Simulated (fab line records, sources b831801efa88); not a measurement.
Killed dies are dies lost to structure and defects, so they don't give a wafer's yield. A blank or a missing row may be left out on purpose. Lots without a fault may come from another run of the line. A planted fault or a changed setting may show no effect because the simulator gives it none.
Split-lot experiment | flow sky130 | 5 lots, 27 wafers read, on a route of 708 steps

THE SPLIT
At SKY_CAP2M_DEVELOP_11 (develop time 60 s), the setting develop_time_s was moved away from the recipe's 60 s on 6 of the 27 wafers read, by -21.1% to +24.2%. The other wafers ran this setting at the recipe's value.

The file shows no step between the split and the reading.

THE READING
CAP2M.cd_nm (the simulator's own value, which no gauge read), in nm, at SKY_CAP2M_METAL_ETCH_13 (etches TiN in Cl2/BCl3, stops on SiO2, target depth 220 nm, time 62.9 s). The file gives no usual value for it. The 21 wafers here that ran the recipe average 1000.0 nm, standard deviation 2.7 nm.

wafer  | tool, chamber at the split | develop_time_s as run, s | against the recipe | CAP2M.cd_nm, nm | against lot-mates on the recipe
L074.2 | litho_track-04, 0          | 60                       | recipe             | 1001            | -
L074.5 | litho_track-04, 0          | 60                       | recipe             | 1001            | -
L074.3 | litho_track-04, 0          | 60                       | recipe             | 1002            | -
L076.1 | litho_track-02, 0          | 60                       | recipe             | 1003            | -
L076.3 | litho_track-02, 0          | 60                       | recipe             | 1003            | -
L076.2 | litho_track-02, 0          | 60                       | recipe             | 1002            | -
L076.4 | litho_track-02, 0          | 60                       | recipe             | 1002            | -
L076.6 | litho_track-02, 0          | 60                       | recipe             | 1002            | -
L076.5 | litho_track-02, 0          | 60                       | recipe             | 1004            | -
L081.1 | litho_track-01, 0          | 74.55                    | +24.2%             | 977.2           | -22.4
L081.2 | litho_track-01, 0          | 74.55                    | +24.2%             | 980.8           | -18.8
L081.3 | litho_track-01, 0          | 60                       | recipe             | 998.8           | -
L081.4 | litho_track-01, 0          | 60                       | recipe             | 1000            | -
L081.5 | litho_track-01, 0          | 60                       | recipe             | 1000            | -
L081.6 | litho_track-01, 0          | 74.55                    | +24.2%             | 980.1           | -19.5
L082.1 | litho_track-04, 0          | 47.37                    | -21.1%             | 1024            | +23.1
L082.5 | litho_track-04, 0          | 47.37                    | -21.1%             | 1024            | +23.1
L082.2 | litho_track-04, 0          | 60                       | recipe             | 1001            | -
L082.3 | litho_track-04, 0          | 47.37                    | -21.1%             | 1023            | +22.1
L082.4 | litho_track-04, 0          | 60                       | recipe             | 999.8           | -
L082.6 | litho_track-04, 0          | 60                       | recipe             | 1002            | -
L085.1 | litho_track-02, 0          | 60                       | recipe             | 995.6           | -
L085.2 | litho_track-02, 0          | 60                       | recipe             | 995.9           | -
L085.3 | litho_track-02, 0          | 60                       | recipe             | 995.3           | -
L085.4 | litho_track-02, 0          | 60                       | recipe             | 998.4           | -
L085.5 | litho_track-02, 0          | 60                       | recipe             | 997.3           | -
L085.6 | litho_track-02, 0          | 60                       | recipe             | 995.1           | -

THE FIT
A straight line over all 27 wafers: CAP2M.cd_nm changes by -0.97 nm for each +1% of develop_time_s; r = -0.97; the points scatter about the line by 2.9 nm.
The same after taking each lot's own level away (the mean of its wafers on the recipe; 27 wafers): -0.942 nm for each +1%; r = -0.99; scatter 1.5 nm.
On that fit, the largest move of develop_time_s shifts the reading by 23 nm.
The lots' own levels span 996.27 to 1002.67 nm, that is 2.4 times the standard deviation above.
So the lot-to-lot level changes the slope little: the two slopes agree.
Check: with one of the wafers moved furthest among these (+24.2%) left out of the fit, the line predicts -22.2 nm for it against its lot-mates. It came out at -22.4 nm against them.

OTHER SPLITS ON THESE WAFERS
These wafers also went through other splits before the reading. Each is held against what the fit with the lots' levels taken away leaves over:
other split on the same wafers  | wafers away from the commonest value | r with CAP2M.cd_nm (lot level and that fit taken away)
SKY_METAL3_METAL_ETCH_18 time_s | 12                                   | -0.25

THE FILE'S OWN FIT
CAP2M.cd_nm changes by -0.951 nm for each +1% of develop_time_s, r = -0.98.
